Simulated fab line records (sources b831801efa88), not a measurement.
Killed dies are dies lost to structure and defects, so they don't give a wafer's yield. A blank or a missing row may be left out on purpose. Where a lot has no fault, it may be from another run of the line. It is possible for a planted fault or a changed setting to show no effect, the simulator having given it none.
fab line records | flow sfqLine
record: lots: 5 | wafers: 15 | lastDay: 97
route steps=325 shown M4@162 I4@163
lots that met no fault: from a run of the same line without faults
startH: hours from the record's opening day to when the first of the lot's shown wafers began | waitH: hours elapsed since this lot's preceding step | " same as the row above | L1.1+2: a row that stands for several wafers | - no value present, or no start provided | * or withheld: withheld | < > ~ a bound
route shown NAME@n: NAME is a module with steps in the file, n the number in the route of the first one | usual: mean and standard deviation over wafers with no fault | same: alike in all rows | chamber/n: place in a boat | sites: the reading at each site | _std_site: how widely they spread, as a standard deviation | _edge_site: the outer-site mean with the inner-site mean subtracted | radiusMm: how far each site lies from the wafer's centre | mask NAME#n: copy n | behind: tool/chamber where the wafer was last shaped | hold: what put the lot on hold/how long, in hours/how the hold closed | device: which transistor (n, p or np) failed to switch | end of line: tests run on the same wafers once the route is complete | step lacking rows: just its recipe | killed: the dies lost at the first sort to structure and to defects; this is not the yield of the wafer | map: the dies of a wafer, with x for killed, . for not killed, _ for no die there
set.NAME: the run value of the setting; set.NAME@STEP: its run value at that earlier step | model.NAME: the simulator's own value behind a step, which no gauge read
a table for each step, a row for each wafer; lots at some steps of the route
services: when a tool's chamber went out of use (startH, in hours from the record's first day, below 0 if earlier), for how many hours, and the reason
== steps ==
step: SFQ_TRILAYER_M4_STRIP_SOLV_CLEAN_098
recipe: chemistry: NMP | tempC: 70 | timeS: 600
step: SFQ_TRILAYER_I4_DEP_PECVD_099
recipe: material: SiO2 | tempC: 150 | timeS: 111.11 | pressureTorr: 2.4 | rfW: 183.3 | precursor: SiH4/N2O | targetThkNm: 500
usual: heaterPowerW: 80/14 | throttleValvePct: 24.9/1.5
lot.wafer | tool     | chamber | startH  | waitH | heaterPowerW | throttleValvePct
L347.1    | pecvd-04 | 1       | 1284.52 | 0.0   | 97           | 25.4
L347.4    | "        | 2       | "       | "     | 72           | 25.8
L347.5    | "        | 0       | "       | "     | 92           | 24.7
L353.4    | pecvd-02 | 2       | 1355.19 | 0.0   | 71           | 22.0
L353.5    | "        | 0       | "       | "     | 91           | 23.7
L353.6    | "        | 1       | "       | "     | 64           | 24.2
L360.1    | pecvd-04 | 2       | 1460.87 | 0.0   | 64           | 25.7
L360.2    | "        | 0       | "       | "     | 107          | 25.0
L360.4    | "        | 0       | "       | "     | 107          | 24.7
L361.1    | pecvd-02 | 2       | 1462.07 | 0.0   | 80           | 22.5
L361.2    | "        | 1       | "       | "     | 73           | 24.2
L361.6    | "        | 2       | "       | "     | 81           | 22.1
L366.2    | pecvd-04 | 2       | 1471.25 | 0.0   | 63           | 25.8
L366.3    | "        | 0       | "       | "     | 110          | 24.8
L366.4    | "        | 2       | "       | "     | 67           | 25.5
step: SFQ_TRILAYER_I4_CMP_CMP_100
recipe: material: SiO2 | downForcePsi: 3 | platenRpm: 60 | padVelocityMS: 0.94248
usual: motorCurrentA: 10.5/1.1 | timeToEndpointS: 218/5.7
lot.wafer | tool   | chamber | startH  | waitH | motorCurrentA | timeToEndpointS
L347.1    | cmp-01 | 2       | 1288.27 | 3.7   | 11.8          | 212
L347.4    | "      | 3       | "       | "     | 9.3           | 220
L347.5    | "      | 1       | 1289.77 | 5.2   | 10.4          | 224
L353.4    | cmp-01 | 0       | 1356.23 | 1.0   | 10.2          | 217
L353.6    | "      | 2       | 1357.23 | 2.0   | 12.3          | 219
L353.5    | "      | 3       | "       | "     | 9.8           | 221
L360.4    | cmp-02 | 2       | 1462.74 | 1.8   | 9.9           | 224
L360.2    | "      | 3       | "       | "     | 12.8          | 223
L360.1    | "      | 1       | 1464.24 | 3.3   | 11.0          | 221
L361.2    | cmp-01 | 0       | 1463.94 | 1.8   | 9.9           | 206
L361.1    | "      | 2       | 1464.94 | 2.8   | 12.2          | 206
L361.6    | "      | 0       | 1465.94 | 3.8   | 9.9           | 213
L366.4    | cmp-01 | 1       | 1475.94 | 4.6   | 10.4          | 224
L366.2    | "      | 2       | "       | "     | 12.1          | 216
L366.3    | "      | 3       | "       | "     | 9.2           | 218
step: SFQ_I4_BOW_MEAS_927
recipe: mode: bow
usual: I4_BOW: 6/9.2
lot.wafer | tool         | chamber | startH  | waitH | I4_BOW[um]
L347.1    | filmMetro-03 | -       | 1290.27 | 1.5   | -2
L347.4    | "            | -       | "       | "     | -9
L347.5    | "            | -       | "       | "     | 3
L353.4    | filmMetro-04 | -       | 1358.29 | 1.6   | 15
L353.5    | "            | -       | "       | "     | 12
L353.6    | "            | -       | "       | "     | -2
L360.1    | filmMetro-04 | -       | 1465.74 | 1.0   | 15
L360.2    | "            | -       | "       | "     | 15
L360.4    | "            | -       | "       | "     | 8
L361.1    | filmMetro-02 | -       | 1466.94 | 1.5   | 17
L361.2    | "            | -       | "       | "     | 4
L361.6    | "            | -       | "       | "     | 0
L366.2    | filmMetro-04 | -       | 1478.96 | 2.0   | 18
L366.3    | "            | -       | "       | "     | 22
L366.4    | "            | -       | "       | "     | 21
step: SFQ_TRILAYER_I4_METRO_MEASURE_101
usual: thkNm: 200.5/0.98
lot.wafer | tool         | chamber | startH  | waitH | thkNm
L347.1    | filmMetro-03 | -       | 1290.39 | 0.1   | 200.2
L347.4    | "            | -       | "       | "     | 199.4
L347.5    | "            | -       | "       | "     | 200.1
L353.4    | filmMetro-04 | -       | 1358.95 | 0.6   | 199.9
L353.5    | "            | -       | "       | "     | 200.5
L353.6    | "            | -       | "       | "     | 199.7
L360.1    | filmMetro-04 | -       | 1465.86 | 0.1   | 199.8
L360.2    | "            | -       | "       | "     | 200.5
L360.4    | "            | -       | "       | "     | 200.9
L361.1    | filmMetro-02 | -       | 1467.06 | 0.1   | 202.9
L361.2    | "            | -       | "       | "     | 200.6
L361.6    | "            | -       | "       | "     | 201.7
L366.2    | filmMetro-04 | -       | 1479.26 | 0.3   | 199.3
L366.3    | "            | -       | "       | "     | 199.0
L366.4    | "            | -       | "       | "     | 199.9
step: SFQ_TRILAYER_I4_VIA_LITHO_COAT_108
recipe: resist: BARC | spinRpm: 3000 | resistThkNm: 62
step: SFQ_TRILAYER_I4_VIA_LITHO_COAT_103
recipe: resist: KrF | spinRpm: 3000 | resistThkNm: 650
step: SFQ_TRILAYER_I4_VIA_LITHO_SOFTBAKE_107
recipe: tempC: withheld | timeS: withheld | resist: KrF
step: SFQ_TRILAYER_I4_VIA_LITHO_EXPOSE_104
recipe: maskId: I4 | na: 0.6 | sourceShape: conventional | sigmaOuter: 0.65 | targetCdNm: 700 | doseMj: 21.3
step: SFQ_TRILAYER_I4_VIA_LITHO_PEB_106
recipe: pebTempC: 115 | pebTimeS: 60 | resist: KrF
step: SFQ_TRILAYER_I4_VIA_LITHO_DEVELOP_105
recipe: timeS: 60 | resist: KrF
step: SFQ_I4_OVL_MEAS_928
usual: I4_OVL: 3/4.5
lot.wafer | tool       | chamber | startH  | waitH | I4_OVL[nm]
L347.1    | overlay-01 | -       | 1437.17 | 0.1   | -8
L347.4    | "          | -       | "       | "     | -6
L347.5    | "          | -       | "       | "     | -5
L353.4    | overlay-02 | -       | 1500.15 | 0.1   | 3
L353.5    | "          | -       | "       | "     | 1
L353.6    | "          | -       | "       | "     | 3
L360.1    | overlay-02 | -       | 1577.38 | 0.1   | 4
L360.2    | "          | -       | "       | "     | 10
L360.4    | "          | -       | "       | "     | 5
L361.1    | overlay-02 | -       | 1578.58 | 0.1   | 4
L361.2    | "          | -       | "       | "     | 7
L361.6    | "          | -       | "       | "     | 7
L366.2    | overlay-02 | -       | 1584.58 | 0.1   | 9
L366.3    | "          | -       | "       | "     | 4
L366.4    | "          | -       | "       | "     | 4
step: SFQ_TRILAYER_I4_VIA_BARC_OPEN_VIA_ETCH_146
recipe: maskMaterial: PR | chemistry: O2 | targetDepthNm: 125 | target: BARC | sourceW: 500 | biasW: 80 | pressureMtorr: 30 | timeS: 41.7
usual: drypumpMotorCurrentA: 5.8/0.58 | oesProductAu: 0.685/0.0047 | rfFwdPowerW: 493.9/2.1
lot.wafer | tool       | chamber | startH  | waitH | drypumpMotorCurrentA | oesProductAu | rfFwdPowerW | rfHoursCounterH | model.KrF_of_TRILAYER_I4_VIA_LITHO_COAT_103.thkNm
L347.1    | rieDiel-01 | 0       | 1437.21 | 0.0   | 6.3                  | 0.693        | 494.3       | 4               | 569.6
L347.4    | "          | 3       | "       | "     | 5.8                  | 0.680        | 495.8       | 14              | 570.5
L347.5    | "          | 0       | "       | "     | 6.3                  | 0.687        | 493.0       | -               | 571.3
L353.4    | rieDiel-03 | 2       | 1500.17 | 0.0   | 6.5                  | 0.689        | 492.0       | 18              | 573.5
L353.5    | "          | 1       | "       | "     | 6.3                  | 0.685        | 690.4       | -               | 555.6
L353.6    | "          | 0       | "       | "     | 5.6                  | 0.689        | 496.1       | -               | 572.7
L360.1    | rieDiel-01 | 1       | 1577.41 | 0.0   | 6.2                  | 0.683        | 496.1       | 14              | 574.8
L360.2    | "          | 0       | "       | "     | 6.3                  | 0.689        | 491.9       | 6               | 572.6
L360.4    | "          | 2       | "       | "     | 5.6                  | 0.684        | 494.2       | 13              | 575
L361.1    | rieDiel-03 | 2       | 1578.61 | 0.0   | 6.4                  | 0.679        | 494.0       | 0               | 576.3
L361.2    | "          | 0       | "       | "     | 5.6                  | 0.684        | 494.7       | 9               | 574.9
L361.6    | "          | 1       | "       | "     | 6.4                  | 0.683        | 492.9       | -               | 574.7
L366.2    | rieDiel-01 | 1       | 1584.61 | 0.0   | 6.3                  | 0.680        | 494.9       | 15              | 575
L366.3    | "          | 0       | "       | "     | 6.3                  | 0.681        | 491.9       | 6               | 573.5
L366.4    | "          | 3       | "       | "     | 5.8                  | 0.679        | 493.8       | 16              | 572.5
step: SFQ_TRILAYER_I4_VIA_ETCH_VIA_ETCH_106
recipe: target: SiO2 | stopOn: Nb | maskMaterial: PR | taperDeg: 20 | chemistry: CHF3 | targetDepthNm: 260 | sourceW: 507.1 | biasW: 80 | pressureMtorr: 30 | timeS: withheld
usual: drypumpMotorCurrentA: 5.8/0.57 | oesProductAu: 0.855/0.0049 | rfFwdPowerW: 504.9/1.7
lot.wafer | tool       | chamber | startH  | waitH | drypumpMotorCurrentA | oesProductAu | rfFwdPowerW | model.KrF_of_TRILAYER_I4_VIA_LITHO_COAT_103.thkNm
L347.1    | rieDiel-01 | 0       | 1437.25 | 0.0   | 6.3                  | 0.859        | 503.2       | 523.7
L347.4    | "          | 3       | "       | "     | 5.8                  | 0.845        | 504.2       | 525.1
L347.5    | "          | 0       | "       | "     | 6.3                  | 0.857        | 503.2       | 525.6
L353.4    | rieDiel-03 | 2       | 1500.21 | 0.0   | 6.4                  | 0.850        | 504.7       | 528.1
L353.5    | "          | 1       | "       | "     | 6.4                  | 0.857        | 501.7       | 510.1
L353.6    | "          | 0       | "       | "     | 5.6                  | 0.857        | 506.5       | 527.7
L360.1    | rieDiel-01 | 1       | 1577.45 | 0.0   | 6.3                  | 0.863        | 503.9       | 530.2
L360.2    | "          | 0       | "       | "     | 6.3                  | 0.852        | 506.2       | 527.5
L360.4    | "          | 2       | "       | "     | 5.6                  | 0.861        | 506.1       | 530.5
L361.1    | rieDiel-03 | 2       | 1578.65 | 0.0   | 6.4                  | 0.860        | 506.1       | 531.9
L361.2    | "          | 0       | "       | "     | 5.6                  | 0.852        | 503.7       | 530
L361.6    | "          | 1       | "       | "     | 6.3                  | 0.863        | 507.6       | 529.3
L366.2    | rieDiel-01 | 1       | 1584.65 | 0.0   | 6.3                  | 0.846        | 502.6       | 530.1
L366.3    | "          | 0       | "       | "     | 6.3                  | 0.855        | 505.1       | 528.1
L366.4    | "          | 3       | "       | "     | 5.8                  | 0.854        | 506.3       | 527.2
step: SFQ_TRILAYER_I4_VIA_STRIP_STRIP_107
recipe: gas: O2 | powerW: 200 | platenTempC: 40 | overashFraction: 0.65 | chemistry: O2 | pressureMtorr: 50
usual: drypumpMotorCurrentA: 5.9/0.33 | oesProductAu: 1.001/0.007
lot.wafer | tool        | chamber | startH  | waitH | drypumpMotorCurrentA | oesProductAu | rfHoursCounterH
L347.1    | rieMetal-04 | 1       | 1437.36 | -     | 6.2                  | 0.998        | 6
L347.4    | "           | 1       | "       | "     | 6.2                  | 1.009        | -
L347.5    | "           | 1       | "       | "     | 6.2                  | 1.011        | -
L353.4    | rieMetal-02 | 1       | 1500.52 | -     | 6.3                  | 1.008        | -
L353.5    | "           | 0       | "       | "     | 6.0                  | 1.001        | -
L353.6    | "           | 1       | "       | "     | 6.3                  | 1.009        | -
L360.1    | rieMetal-01 | 1       | 1577.57 | -     | 5.4                  | 1.000        | 41
L360.2    | "           | 0       | "       | "     | 5.9                  | 0.998        | 66
L360.4    | "           | 1       | "       | "     | 5.4                  | 0.998        | -
L361.1    | rieMetal-04 | 1       | 1578.77 | -     | 6.2                  | 1.003        | 24
L361.2    | "           | 0       | "       | "     | 5.5                  | 1.005        | 99
L361.6    | "           | 0       | "       | "     | 5.5                  | 1.000        | -
L366.2    | rieMetal-01 | 1       | 1584.77 | -     | 5.4                  | 0.988        | 42
L366.3    | "           | 0       | "       | "     | 5.9                  | 1.003        | -
L366.4    | "           | 1       | "       | "     | 5.4                  | 0.995        | -
== services ==
tool         | chamber | startH  | hours | kind
rieDiel-01   | 3       | 1263.96 | 3.9   | repair
filmMetro-04 | -       | 1271.01 | 2.2   | pm
rieDiel-01   | 3       | 1277.77 | 8.4   | repair
pecvd-04     | -       | 1281.19 | 0.8   | repair
rieDiel-01   | 0       | 1304.62 | 1.5   | repair
cmp-01       | -       | 1306.96 | 1.9   | repair
pecvd-04     | -       | 1316.42 | 8.4   | repair
cmp-01       | -       | 1340.86 | 4.4   | repair
pecvd-04     | -       | 1355.41 | 28.1  | pm
rieDiel-03   | 1       | 1358.03 | 2.4   | repair
cmp-01       | -       | 1358.64 | 5.7   | repair
cmp-01       | -       | 1359.10 | 1.3   | repair
cmp-01       | -       | 1362.82 | 1.3   | repair
rieDiel-03   | 3       | 1380.53 | 6.0   | repair
filmMetro-04 | -       | 1392.57 | 0.7   | pm
cmp-01       | -       | 1393.12 | 7.4   | pm
pecvd-04     | 0       | 1394.32 | 14.4  | repair
cmp-01       | -       | 1401.89 | 0.2   | repair
rieDiel-01   | -       | 1417.25 | 0.4   | repair
cmp-01       | -       | 1422.56 | 15.2  | pm
rieDiel-03   | 3       | 1469.49 | 1.9   | repair
cmp-01       | -       | 1487.99 | 0.3   | repair
cmp-01       | -       | 1541.31 | 1.0   | repair
cmp-01       | -       | 1567.82 | 1.0   | repair
== key ==
firstSign: step: SFQ_TRILAYER_I4_VIA_BARC_OPEN_VIA_ETCH_146 | reading: rfFwdPowerW | direction: up | sigmas: 93 | usual: 493.9 | struck: 690.4
effect none on later readings
modelEffect: step: SFQ_TRILAYER_I4_VIA_BARC_OPEN_VIA_ETCH_146 | value: KrF_of_TRILAYER_I4_VIA_LITHO_COAT_103.thkNm | without: 573.9 | struck: 555.6
modelEffect: step: SFQ_TRILAYER_I4_VIA_ETCH_VIA_ETCH_106 | value: KrF_of_TRILAYER_I4_VIA_LITHO_COAT_103.thkNm | without: 528.3 | struck: 510.1
metAt SFQ_TRILAYER_I4_VIA_BARC_OPEN_VIA_ETCH_146
struckWafers L353.5
fault: kind: processParameterDrift | tool: rieDiel-03 | chamber: 1 | onsetH: 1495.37 | steps: SFQ_TRILAYER_I4_VIA_BARC_OPEN_VIA_ETCH_146 | channel: sourceW | offset: 200 | shape: step | endH: 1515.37 | actsIn: theseRecipesOnly | stated: 500
